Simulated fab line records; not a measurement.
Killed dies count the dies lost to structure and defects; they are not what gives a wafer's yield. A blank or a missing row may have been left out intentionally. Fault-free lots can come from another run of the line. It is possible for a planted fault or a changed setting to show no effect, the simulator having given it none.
The tool behind it: which one?	flow sky130	11 lots, 33 wafers sampled, at 4 steps of a route of 708

== WHAT THE GAUGES READ, wafer by wafer ==
SKY_SD_N_RS_MEAS_16: measurement is done with a four-point probe.
lot	measured	on	SD_N_RS (ohm/sq)
L735	day 27 22:50	film-metro-01	68.54 68.50 68.56
L738	day 28 20:59	film-metro-01	68.61 68.57 68.67
L737	day 28 20:20	film-metro-02	68.67 68.57 68.63
L739	day 29 08:22	film-metro-01	68.57 68.77 68.72
L740	day 29 13:05	film-metro-01	69.73 69.73 69.71 69.65 69.74 69.79
L741	day 30 04:49	film-metro-03	69.89 69.77 69.68 69.84 69.64 69.67
L751	day 33 14:45	film-metro-03	68.61 68.70 68.67
L752	day 34 03:02	film-metro-03	68.69 68.62 68.59
L754	day 34 10:43	film-metro-01	68.69 68.78 68.68
L755	day 34 11:58	film-metro-01	68.69 68.79 68.44
L757	day 35 02:47	film-metro-01	68.57 68.56 68.58

== EACH LOT AND THE TOOL THAT RAN IT (in order: tool; ch and the chambers of the sampled wafers; start) ==
lot	SKY_POLY_CUT_ETCH_11	SKY_SD_N_IMPLANT_09	SKY_SD_N_STRIP_11
L735	rie-diel-02 ch 1,2, day 24 04:11	implanter-04 ch 0, day 27 22:10	plasma-asher-04 ch 1, day 27 22:26
L738	rie-diel-03 ch 0,1,3, day 25 05:35	implanter-04 ch 0, day 28 20:18	plasma-asher-02 ch 0,1, day 28 20:36
L737	rie-diel-02 ch 1,2, day 25 05:26	implanter-03 ch 0, day 28 19:39	plasma-asher-02 ch 0,1, day 28 19:57
L739	rie-diel-03 ch 0,3, day 25 17:38	implanter-04 ch 0, day 29 07:41	plasma-asher-01 ch 0,1, day 29 07:59
L740	rie-diel-01 ch 0,1,2, day 25 22:20	implanter-04 ch 0, day 29 12:20	plasma-asher-01 ch 0, day 29 12:38
L741	rie-diel-02 ch 0,1,2, day 26 14:53	implanter-04 ch 0, day 30 04:08	plasma-asher-01 ch 0,1, day 30 04:26
L751	rie-diel-02 ch 0,1,3, day 30 03:20	implanter-04 ch 0, day 33 14:04	plasma-asher-04 ch 0,1, day 33 14:21
L752	rie-diel-03 ch 1,2, day 30 15:53	implanter-04 ch 0, day 34 02:22	plasma-asher-01 ch 0,1, day 34 02:38
L754	rie-diel-01 ch 1,2, day 31 01:50	implanter-04 ch 0, day 34 10:03	plasma-asher-02 ch 0,1, day 34 10:20
L755	rie-diel-02 ch 0,2,3, day 31 02:56	implanter-01 ch 0, day 34 11:17	plasma-asher-01 ch 0,1, day 34 11:35
L757	rie-diel-03 ch 0,2,3, day 31 18:50	implanter-04 ch 0, day 35 02:07	plasma-asher-02 ch 0,1, day 35 02:23
- SKY_POLY_CUT_ETCH_11: etches Si3N4 in CF4/CH2F2/Ar, stops on poly-Si, time 42.5 s, target depth 60 nm.
- SKY_SD_N_IMPLANT_09
- SKY_SD_N_STRIP_11: strips in O2/N2.

== THE ANSWER, worked out from the rows above alone ==
Rule: usual is defined by the lots themselves. The widest of any qualifying gaps counts: lots, ordered by their means at a reading, are off when they make up no more than a third of the lots, leave a main group of 4 or more, and stand apart from it by 3 or more times the standard deviation of that group's means. A main group whose means are all the same, to the digits that the tables above print for the reading, isn't used. Also off: a lot with no number at a reading for which 4 or more lots have one. Where the step has rows for the other lots, those lots are counted as sound.
Off: L740, L741, at SKY_SD_N_RS_MEAS_16 (SD_N_RS). Mean 68.63 ohm/sq and standard deviation 0.053 in the main group.
A tool fits if, at a process step before that reading, it ran every lot that is off, and no sound lot after the first of them. Those tools and the gauges at SKY_SD_N_RS_MEAS_16 are tried in the same way. Not one of the candidates tried fits.

== WHAT WAS PUT IN BY THE SIMULATOR ==
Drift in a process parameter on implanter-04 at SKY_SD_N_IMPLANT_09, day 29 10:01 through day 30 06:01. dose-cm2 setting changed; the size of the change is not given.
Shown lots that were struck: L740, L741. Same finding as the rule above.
